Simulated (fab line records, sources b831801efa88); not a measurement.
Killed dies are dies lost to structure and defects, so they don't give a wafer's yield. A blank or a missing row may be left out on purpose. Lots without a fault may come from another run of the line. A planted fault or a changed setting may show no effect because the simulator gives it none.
Chamber matching | flow sky130 | SKY_FIELD_ISO_CMP_27 on cmp-01: 4 sister chambers
The step polishes, stops on Si3N4, t overpolish 16 s, target thk 457.8 nm. 18 wafers are shown with their chamber, then 9 later ones without.

WAFERS WITH THEIR CHAMBER
wafer  | chamber | motor_current_A (A) | time_to_endpoint_s (s) | overpolish_run_s (s)
L729.1 | 2       | 13.0                | 110                    | 15.985
L729.4 | 1       | 13.8                | 114                    | 15.994
L729.6 | 3       | 11.5                | 103                    | 16.002
L730.2 | 3       | 11.2                | 113                    | 16.005
L730.5 | 3       | 11.2                | 107                    | 16.011
L730.6 | 0       | 14.1                | 113                    | 16.014
L732.2 | 2       | 12.5                | 114                    | 16.003
L732.4 | 1       | 13.9                | 115                    | 15.998
L732.6 | 1       | 13.5                | 114                    | 15.978
L735.1 | 3       | 11.4                | 109                    | 16.000
L735.5 | 3       | 11.6                | 114                    | 16.009
L735.6 | 2       | 12.8                | 111                    | 16.019
L733.1 | 0       | 14.7                | 110                    | 15.994
L733.5 | 0       | 14.9                | 117                    | 15.990
L733.6 | 3       | 11.3                | 109                    | 15.999
L736.2 | 2       | 12.7                | 118                    | 16.002
L736.3 | 3       | 10.7                | 114                    | 15.990
L736.5 | 0       | 14.4                | 111                    | 16.005

SIGNATURES (means of the wafers above)
reading            | chamber 0 | chamber 1 | chamber 2 | chamber 3 | scatter within a chamber
motor_current_A    | 14.525    | 13.733    | 12.750    | 11.271    | 0.28
time_to_endpoint_s | 112.75    | 114.33    | 113.25    | 109.86    | 3.47
overpolish_run_s   | 16.00075  | 15.99000  | 16.00225  | 16.00229  | 0.0102
Rule: a wafer's distance from a chamber is the root of the sum, over the readings, of the square of ((its reading less the chamber's mean) divided by the reading's scatter). The wafer belongs to the nearest chamber; if the next one is less than 2 further off, it can't be placed. The scatter: the root of (the sum of the squares of (reading less its chamber's mean) over the shown wafers, divided by (wafers less chambers)).

WAFERS WITHOUT THEIR CHAMBER
wafer  | motor_current_A (A) | time_to_endpoint_s (s) | overpolish_run_s (s)
L744.2 | 14.0                | 111                    | 15.992
L744.5 | 11.3                | 106                    | 15.995
L744.6 | 13.2                | 111                    | 16.000
L750.2 | 13.9                | 110                    | 16.000
L750.4 | 13.5                | 108                    | 15.981
L750.5 | 14.4                | 113                    | 15.993
L751.1 | 13.7                | 117                    | 16.002
L751.2 | 12.3                | 115                    | 15.989
L751.5 | 12.0                | 118                    | 16.001

WHICH CHAMBER EACH WENT THROUGH
wafer  | from the rows above     | in truth
L744.2 | can't be placed: 1 or 0 | 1
L744.5 | 3                       | 3
L744.6 | can't be placed: 2 or 1 | 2
L750.2 | can't be placed: 1 or 0 | 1
L750.4 | can't be placed: 1 or 2 | 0
L750.5 | can't be placed: 0 or 1 | 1
L751.1 | can't be placed: 1 or 0 | 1
L751.2 | 2                       | 2
L751.5 | can't be placed: 2 or 3 | 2
Placed correctly: 2 of 9. Can't be placed from these rows: 7 (the true chamber is among the candidates in 6). Placed wrongly: 0.
